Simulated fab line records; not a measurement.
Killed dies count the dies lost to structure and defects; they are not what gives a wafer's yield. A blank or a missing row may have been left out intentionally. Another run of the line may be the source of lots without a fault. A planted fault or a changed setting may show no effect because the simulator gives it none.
fab line records	flow sky130
[record] lots = 13	wafers = 39	last_day = 50
route steps=708 shown LDD_HVN@277 SPACER@306 SD_N@356 CONTACT@416 PAD_OPEN@708
lots that met no fault: taken from a fault-free run of the same line
start_h: hours from the record's opening day to when the first of the lot's shown wafers began	wait_h: time in hours since the lot's previous step	" the same as in the row above	L1.1+2: one row covering several wafers at once	- either no value or no given start	* or withheld: withheld	< > ~ a bound
route shown NAME@n: names a module that has steps shown in the file, with the first one's number in the route	usual: mean and standard deviation over wafers with no fault	same: alike in all rows	chamber/n: place in a boat	sites: the reading at each site	_std_site: standard deviation across them	_edge_site: outer sites' mean less inner sites'	radius_mm: for every site, how far away it sits from the centre of the wafer	mask NAME#n: copy n	behind: the tool/chamber that last shaped the wafer	hold: why the lot was held/for how many hours/how that ended	device: names the non-switching transistor (n, p or np)	end of line: the route-end tests of the same wafers	where a step has no rows: the recipe by itself	killed: at the first sort, the dies lost to defects and structure; wafer yield is something else	map: dies across one wafer; x = killed, . = not, _ = none there
set.NAME: the setting as run; set.NAME@STEP: as run at that earlier step	model.NAME: the simulator's own value behind a step, which no gauge read
one table for each step of the route and one row for each wafer, over a sample of lots
services: a tool's chamber out of use, with start hour (start_h, from the record's first day; less than 0 if before it), hours out, and reason
[[steps]]
[step SKY_LDD_HVN_TW_MEAS_10]
[usual] LDD_HVN_TW = 1445/9.5
lot.wafer	tool	chamber	start_h	wait_h	LDD_HVN_TW
L446.4	film_metro-03	-	469.61	0.1	1458
L446.5	"	-	"	"	1453
L446.6	"	-	"	"	1454
L447.1	film_metro-04	-	477.83	0.1	1443
L447.3	"	-	"	"	1444
L447.6	"	-	"	"	1442
L448.1	film_metro-03	-	481.04	0.1	1454
L448.3	"	-	"	"	1456
L448.5	"	-	"	"	1446
L449.2	film_metro-02	-	498.89	0.1	1437
L449.3	"	-	"	"	1428
L449.4	"	-	"	"	1430
L450.2	film_metro-04	-	511.34	0.1	1441
L450.3	"	-	"	"	1456
L450.6	"	-	"	"	1451
L453.1	film_metro-03	-	535.04	0.1	1449
L453.3	"	-	"	"	1444
L453.4	"	-	"	"	1445
L454.2	film_metro-04	-	548.14	0.1	1453
L454.4	"	-	"	"	1458
L454.6	"	-	"	"	1442
L456.2	film_metro-03	-	565.45	0.1	1443
L456.4	"	-	"	"	1445
L456.5	"	-	"	"	1446
L459.1	film_metro-04	-	594.78	0.1	1443
L459.2	"	-	"	"	1456
L459.6	"	-	"	"	1443
L465.1	film_metro-02	-	632.53	0.1	1429
L465.2	"	-	"	"	1426
L465.6	"	-	"	"	1431
L464.2	film_metro-03	-	636.54	0.1	1437
L464.3	"	-	"	"	1444
L464.5	"	-	"	"	1435
L466.1	film_metro-02	-	636.83	0.1	1430
L466.2	"	-	"	"	1433
L466.6	"	-	"	"	1436
L467.1	film_metro-04	-	650.59	0.1	1457
L467.2	"	-	"	"	1461
L467.4	"	-	"	"	1458
[step SKY_SPACER_ETCHBACK_02]
[recipe] chemistry = CH3F/O2	target = Si3N4	stop_on = SiO2	source_w = 400	bias_w = 80	pressure_mtorr = 25	ch3f_flow_sccm = 40	O2_flow_sccm = 30	time_s = 46.7	target_depth_a = 450
[usual] drypump_motor_current_A = 5.6/0.46	oes_product_au = 0.857/0.0077	throttle_valve_pct = 10.563/0.0093
[same] time_s = 46.7
lot.wafer	tool	chamber	start_h	wait_h	drypump_motor_current_A	oes_product_au	rf_hours_counter_h	throttle_valve_pct
L446.4	rie_diel-02	1	532.78	0.0	4.7	0.848	-	10.556
L446.5	"	0	"	"	5.8	0.851	-	10.579
L446.6	"	2	"	"	5.5	0.856	-	10.566
L447.1	rie_diel-01	1	541.26	0.1	6.0	0.863	14	10.553
L447.3	"	0	"	"	6.4	0.854	10	10.576
L447.6	"	2	"	"	5.6	0.866	-	10.566
L448.1	rie_diel-02	3	544.60	0.1	5.2	0.848	0	10.560
L448.3	"	2	"	"	5.6	0.838	1	10.544
L448.5	"	0	"	"	5.8	0.852	-	10.570
L449.2	rie_diel-04	1	561.26	0.0	5.9	0.857	11	10.561
L449.3	"	0	"	"	4.9	0.854	4	10.568
L449.4	"	3	"	"	5.8	0.847	41	10.558
L450.2	rie_diel-04	0	572.72	0.0	4.9	0.853	5	10.576
L450.3	"	1	"	"	5.9	0.868	11	10.553
L450.6	"	0	"	"	5.0	0.857	-	10.585
L453.1	rie_diel-02	1	595.53	0.1	4.7	0.855	3	10.576
L453.3	"	0	"	"	5.8	0.852	0	10.576
L453.4	"	2	"	"	5.6	0.853	2	10.565
L454.2	rie_diel-04	0	609.13	0.0	4.9	0.860	5	10.561
L454.4	"	2	"	"	5.9	0.862	0	10.549
L454.6	"	2	"	"	6.0	0.845	-	10.562
L456.2	rie_diel-02	2	626.29	0.0	5.6	0.847	3	10.558
L456.4	"	1	"	"	4.7	0.844	4	10.556
L456.5	"	0	"	"	5.8	0.848	-	10.557
L459.1	rie_diel-02	2	655.61	0.1	5.6	0.856	3	10.574
L459.2	"	3	"	"	5.2	0.859	3	10.556
L459.6	"	0	"	"	5.8	0.848	-	10.572
L465.1	rie_diel-04	3	691.15	0.1	5.8	0.862	44	10.571
L465.2	"	0	"	"	4.9	0.869	7	10.559
L465.6	"	1	"	"	5.9	0.854	-	10.576
L464.2	rie_diel-04	0	694.50	0.0	4.9	0.860	7	10.568
L464.3	"	1	"	"	5.9	0.866	13	10.582
L464.5	"	1	"	"	5.9	0.862	-	10.573
L466.1	rie_diel-02	2	695.71	0.1	5.6	0.866	4	10.563
L466.2	"	1	"	"	4.7	0.865	6	10.573
L466.6	"	3	"	"	5.2	0.850	-	10.576
L467.1	rie_diel-02	0	709.28	0.1	5.8	0.869	3	10.568
L467.2	"	2	"	"	5.6	0.867	5	10.571
L467.4	"	3	"	"	5.3	0.858	4	10.559
[step SKY_SD_N_RTA_14]
[recipe] temp_c = 1075	time_s = 2	idle_temp_c = 650	ramp_up_c_per_s = 150	ramp_down_c_per_s = 90	ambient = N2
[usual] lamp_power_pct = 15.73/0.049	ramp_down_c_per_s = 89.998/0.016	wafer_temp_C_max = 1078.0/1.2
[same] time_s = 2
lot.wafer	tool	chamber	start_h	wait_h	lamp_power_pct	ramp_down_c_per_s	wafer_temp_C_max
L446.4	rtp_anneal-01	0	650.35	0.0	15.65	89.996	1078.3
L446.5	"	0	"	"	15.75	89.996	1078.2
L446.6	"	0	"	"	15.70	90.023	1077.2
L447.1	rtp_anneal-02	0	658.22	0.0	15.77	89.999	1077.4
L447.3	"	0	"	"	15.70	89.961	1079.6
L447.6	"	0	"	"	15.70	89.995	1077.3
L448.1	rtp_anneal-01	0	661.82	0.0	15.74	89.995	1078.2
L448.3	"	0	"	"	15.70	89.986	1077.1
L448.5	"	0	"	"	15.71	90.002	1078.0
L449.2	rtp_anneal-02	0	679.33	0.0	15.68	90.002	1077.8
L449.3	"	0	"	"	15.72	89.994	1077.0
L449.4	"	0	"	"	15.68	89.983	1077.5
L450.2	rtp_anneal-01	0	688.08	0.0	15.74	89.999	1077.0
L450.3	"	0	"	"	15.78	89.977	1077.8
L450.6	"	0	"	"	15.71	89.986	1079.9
L453.1	rtp_anneal-02	0	710.21	0.0	15.83	89.999	1079.7
L453.3	"	0	"	"	15.76	89.974	1076.5
L453.4	"	0	"	"	15.77	90.000	1077.0
L454.2	rtp_anneal-01	0	723.13	0.0	15.76	89.980	1076.1
L454.4	"	0	"	"	15.70	89.962	1076.3
L454.6	"	0	"	"	15.74	89.994	1079.1
L456.2	rtp_anneal-01	0	738.59	0.0	15.71	89.994	1077.8
L456.4	"	0	"	"	15.70	89.964	1078.3
L456.5	"	0	"	"	15.69	90.016	1079.3
L459.1	rtp_anneal-02	0	767.11	0.0	15.70	89.993	1078.5
L459.2	"	0	"	"	15.80	90.024	1078.1
L459.6	"	0	"	"	15.86	90.001	1078.3
L465.1	rtp_anneal-01	0	800.46	0.0	15.69	90.006	1079.0
L465.2	"	0	"	"	15.73	89.993	1077.4
L465.6	"	0	"	"	15.81	90.001	1078.3
L464.2	rtp_anneal-02	0	803.78	0.0	15.76	89.992	1076.9
L464.3	"	0	"	"	15.76	89.989	1079.2
L464.5	"	0	"	"	15.71	90.007	1076.7
L466.1	rtp_anneal-01	0	805.56	0.0	15.76	90.009	1077.3
L466.2	"	0	"	"	15.70	90.014	1077.4
L466.6	"	0	"	"	15.81	89.981	1080.5
L467.1	rtp_anneal-02	0	819.47	0.0	15.76	89.985	1075.7
L467.2	"	0	"	"	15.70	90.004	1079.1
L467.4	"	0	"	"	15.82	90.027	1078.1
[step SKY_CONTACT_SOFTBAKE_10]
[recipe] temp_c = 100	time_s = 90	resist = KrF-thick
[usual] heater_power_total_W = 57.36/0.12	plate_temp_C = 100.01/0.12
[same] time_s = 90
lot.wafer	tool	chamber	start_h	wait_h	heater_power_total_W	plate_temp_C
L446.4	litho_track-03	0	723	-	57.46	100.11
L446.5	"	0	"	"	57.43	99.99
L446.6	"	0	"	"	57.27	100.00
L447.1	litho_track-02	0	730	-	57.49	100.15
L447.3	"	0	"	"	57.25	99.88
L447.6	"	0	"	"	57.42	100.27
L448.1	litho_track-04	0	735	-	57.39	100.15
L448.3	"	0	"	"	57.35	100.14
L448.5	"	0	"	"	57.19	100.24
L449.2	litho_track-02	0	751	-	57.37	100.15
L449.3	"	0	"	"	57.48	100.14
L449.4	"	0	"	"	57.55	99.94
L450.2	litho_track-02	0	761	-	57.54	99.78
L450.3	"	0	"	"	57.26	99.81
L450.6	"	0	"	"	57.16	99.74
L453.1	litho_track-04	0	782	-	57.34	100.05
L453.3	"	0	"	"	57.20	99.79
L453.4	"	0	"	"	57.57	99.96
L454.2	litho_track-04	0	794	-	57.47	99.84
L454.4	"	0	"	"	57.25	100.10
L454.6	"	0	"	"	57.24	99.99
L456.2	litho_track-04	0	809	-	57.19	100.01
L456.4	"	0	"	"	57.29	99.87
L456.5	"	0	"	"	57.45	99.98
L459.1	litho_track-02	0	836	-	57.24	100.29
L459.2	"	0	"	"	57.16	100.06
L459.6	"	0	"	"	57.58	100.04
L465.1	litho_track-04	0	869	-	58.92	102.02
L465.2	"	0	"	"	58.95	101.98
L465.6	"	0	"	"	58.92	102.10
L464.2	litho_track-04	0	873	-	58.98	102.11
L464.3	"	0	"	"	59.10	102.09
L464.5	"	0	"	"	58.88	101.95
L466.1	litho_track-03	0	875	-	57.52	99.98
L466.2	"	0	"	"	57.26	99.96
L466.6	"	0	"	"	57.45	100.17
L467.1	litho_track-02	0	887	-	57.45	99.93
L467.2	"	0	"	"	57.27	100.01
L467.4	"	0	"	"	57.31	100.13
[step SKY_PAD_OPEN_PROBE_99]
[usual] killed_at_M0_to_M3 = 44/6.8	killed_at_M4_up = 3.2/1.7	killed_at_contacts = 24/4.9	killed_at_front_end = 14/4.1	killed_at_other = 0.2/0.51	killed_dies = 85/8.7	killed_open = 46/6.8	killed_short = 39/6.1
[same] gross_dies = 492	killed_at_back_side = 0
lot.wafer	tool	chamber	start_h	wait_h	killed_at_M0_to_M3	killed_at_M4_up	killed_at_contacts	killed_at_front_end	killed_at_other	killed_dies	killed_open	killed_short
L456.2	prober-01	-	1142.62	0.1	50	2	22	10	1	85	47	38
L456.4	prober-01	-	1142.72	0.2	46	4	25	13	0	88	47	41
L456.5	prober-01	-	1142.77	0.2	42	2	24	12	0	80	41	39
L464.2	prober-02	-	1184.46	0.1	46	0	25	11	0	82	30	52
L464.3	prober-02	-	1184.51	0.2	43	0	22	15	0	80	48	32
L464.5	prober-02	-	1184.61	0.2	50	2	21	12	1	86	46	40
L467.1	prober-02	-	1194.18	0.1	43	3	24	9	0	79	47	32
L467.2	prober-02	-	1194.23	0.1	51	5	25	14	0	95	51	44
L467.4	prober-02	-	1194.33	0.2	43	2	26	13	0	84	46	38
// killed by level:class
L456.2 VIA1:geometric_particle:open=15 CONTACT:geometric_particle:open=8 VIA3:geometric_particle:open=8 VIA1:geometric_particle:short=7 FIELD_ISO:geometric_particle:open=6 LI_CONTACT:geometric_particle:open=5 CONTACT:geometric_particle:short=4 METAL2:geometric_particle:short=4
L456.4 CONTACT:geometric_particle:open=10 VIA1:geometric_particle:short=9 LI_CONTACT:geometric_particle:open=7 VIA1:geometric_particle:open=7 VIA2:geometric_particle:open=7 LOCAL_INTERCONNECT:geometric_particle:short=6 VIA3:geometric_particle:open=5 FIELD_ISO:geometric_particle:short=4
L456.5 CONTACT:geometric_particle:open=8 VIA1:geometric_particle:open=8 VIA1:geometric_particle:short=7 LOCAL_INTERCONNECT:geometric_particle:short=6 VIA2:geometric_particle:open=6 FIELD_ISO:geometric_particle:open=5 LI_CONTACT:geometric_particle:open=4 CONTACT:geometric_particle:short=4
L464.2 CONTACT:geometric_particle:short=9 METAL2:geometric_particle:short=7 VIA1:geometric_particle:short=7 METAL3:geometric_particle:short=7 CONTACT:geometric_particle:open=6 METAL1:geometric_particle:short=6 LI_CONTACT:geometric_particle:open=5 VIA3:geometric_particle:open=5
L464.3 CONTACT:geometric_particle:open=10 VIA2:geometric_particle:open=9 LI_CONTACT:geometric_particle:open=7 VIA1:geometric_particle:open=7 VIA3:geometric_particle:open=6 METAL1:geometric_particle:short=5 FIELD_ISO:geometric_particle:short=4 METAL2:geometric_particle:short=4
L464.5 VIA1:geometric_particle:open=15 CONTACT:geometric_particle:open=8 LI_CONTACT:geometric_particle:open=7 METAL1:geometric_particle:short=6 VIA1:geometric_particle:short=6 METAL2:geometric_particle:short=6 FIELD_ISO:geometric_particle:open=4 POLY_GATE:geometric_particle:short=4
L467.1 VIA1:geometric_particle:open=11 VIA2:geometric_particle:open=9 CONTACT:geometric_particle:open=9 LI_CONTACT:geometric_particle:open=6 FIELD_ISO:geometric_particle:short=4 CONTACT:geometric_particle:short=4 METAL1:geometric_particle:short=4 VIA3:geometric_particle:short=4
L467.2 LI_CONTACT:geometric_particle:open=9 CONTACT:geometric_particle:open=8 VIA3:geometric_particle:open=8 VIA2:geometric_particle:open=8 VIA1:geometric_particle:open=7 METAL1:geometric_particle:short=6 VIA1:geometric_particle:short=6 METAL3:geometric_particle:short=5
L467.4 VIA2:geometric_particle:open=11 CONTACT:geometric_particle:open=8 VIA1:geometric_particle:open=7 FIELD_ISO:geometric_particle:short=6 METAL2:geometric_particle:short=6 METAL1:geometric_particle:short=6 FIELD_ISO:geometric_particle:open=5 LI_CONTACT:geometric_particle:open=5
[[services]]
tool	chamber	start_h	hours	kind
rie_diel-01	2	510.06	13.7	repair
rie_diel-02	-	541.56	2.8	pm
rtp_anneal-02	-	559.60	3.9	pm
rie_diel-01	-	570.47	14.6	pm
rie_diel-01	-	591.83	0.2	repair
rie_diel-01	-	611.77	0.6	repair
rie_diel-01	2	634.57	40.5	repair
rie_diel-02	0	639.28	4.5	repair
rie_diel-01	-	644.80	2.8	pm
rie_diel-04	2	650.75	1.4	repair
rie_diel-01	2	696.69	9.1	repair
rie_diel-01	1	698.34	2.0	repair
rie_diel-04	1	737.34	2.4	repair
rie_diel-01	0	748.85	11.4	repair
rie_diel-01	2	751.81	3.0	repair
rie_diel-01	2	762.22	52.3	repair
rie_diel-02	3	764.44	26.5	repair
rie_diel-01	3	772.81	12.5	repair
rie_diel-02	1	821.04	10.0	repair
rie_diel-04	0	837.38	3.6	repair
rtp_anneal-02	-	851.18	2.4	repair
rie_diel-04	0	862.77	3.0	repair
rie_diel-02	0	865.09	16.8	repair
rie_diel-02	1	878.72	16.1	repair
[[key]]
[first_sign] step = SKY_CONTACT_SOFTBAKE_10	reading = plate_temp_C	direction = up	sigmas = 17	usual = *	struck = *
[effect] step = SKY_CONTACT_SOFTBAKE_10	reading = heater_power_total_W	direction = up	sigmas = 14	usual = *	struck = *
met_at SKY_CONTACT_SOFTBAKE_10
struck_lots L464,L465
tester_left_out L464,L465
not_acting_at SKY_LDD_HVN_TW_MEAS_10,SKY_SPACER_ETCHBACK_02,SKY_SD_N_RTA_14
onset_between 809 869
[fault] kind = process_parameter_drift	tool = litho_track-04	chamber = -	onset_h = 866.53	steps = SKY_CONTACT_SOFTBAKE_10	channel = temp_c	offset = *	shape = step	end_h = 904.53	acts_in = *	stated = *
// tester_left_out: of these lots the tester's yield and bins aren't shown, on N5 and GAA mostly nor the transistor test; their killed dies are dies lost to structure and defects alone, not to doping, threshold or leakage, so they don't give the yield
